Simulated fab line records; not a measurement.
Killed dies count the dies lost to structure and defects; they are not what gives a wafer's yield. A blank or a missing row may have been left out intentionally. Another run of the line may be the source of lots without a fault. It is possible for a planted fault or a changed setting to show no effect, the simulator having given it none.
The same fault as seen by 2 desks / flow sky130 / each desk holds nothing but its own numbers, with what lay behind them at the end

## THE METROLOGY DESK
What the gauges read, lot by lot, whatever tool the lot ran on: means of the sampled wafers that have a number. Marked OUT: a lot whose mean sits more than 4 standard deviations from the usual mean, which makes it out of limits; the brackets give that distance.
Columns: A = POLY_GATE_OXIDATION_THK at SKY_POLY_GATE_THK_MEAS_21, usual 3.98 nm; B = cdNm at SKY_POLY_GATE_CD_MEAS_22, usual 150.1 nm; C = LDD_N_OVL at SKY_LDD_N_OVL_MEAS_07, usual -1.2 nm
lot=L407; first seen here=day 17 13:54; A=4.03; B=147.8; C=0.3
lot=L413; first seen here=day 20 02:13; A=4.03; B=150.6; C=-1.7
lot=L416; first seen here=day 21 16:39; A=3.85; B=148.5; C=-2.0
lot=L417; first seen here=day 22 01:00; A=4.13; B=149.5; C=-2.0
lot=L423; first seen here=day 23 13:29; A=3.91; B=147.4; C=-0.8
lot=L424; first seen here=day 23 20:55; A=3.97; B=152.8; C=-1.3
Finding of this desk: none of the 6 lots has anything out of limits.

## AT THE TOOL OWNER'S DESK: implanter-02
The tool's own readings at SKY_LDD_N_IMPLANT_09: means of the sampled wafers that have a number, for each lot that ran on this tool. Marked OUT: a lot whose mean sits more than 4 standard deviations from the usual mean, which makes it out of limits; the brackets give that distance.
Columns: A = doseIonsCm2 at SKY_LDD_N_IMPLANT_09, usual 7.499e+13; B = faradayCurrentUA at SKY_LDD_N_IMPLANT_09, usual 423
lot=L413; first seen here=day 21 09:07; A=7.502e+13; B=422
lot=L416; first seen here=day 22 23:37; A=6.271e+13 (-99 or more) OUT; B=355 (-7.7) OUT
lot=L417; first seen here=day 23 08:10; A=6.282e+13 (-99 or more) OUT; B=360 (-7.0) OUT
Finding of this desk: L416, L417 out of limits; the first was L416 at day 22 23:37, on doseIonsCm2 at SKY_LDD_N_IMPLANT_09. L413: within limits.

## BROUGHT TOGETHER
At day 22 23:37, on L416, L417, the tool owner's desk was in a position to raise an alarm.
Metrology desk: nothing out of limits seen.
The metrology desk holds a record of L416, L417, inside its limits.
All the named lots went through SKY_LDD_N_IMPLANT_09 on implanter-02.

## WHAT WAS PUT IN BY THE SIMULATOR
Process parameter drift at SKY_LDD_N_IMPLANT_09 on implanter-02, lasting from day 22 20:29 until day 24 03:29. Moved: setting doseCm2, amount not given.
Struck lots among those shown: L416, L417.
Hours from the fault's start to each desk's first reading out of limits: the tool owner's desk, 3.
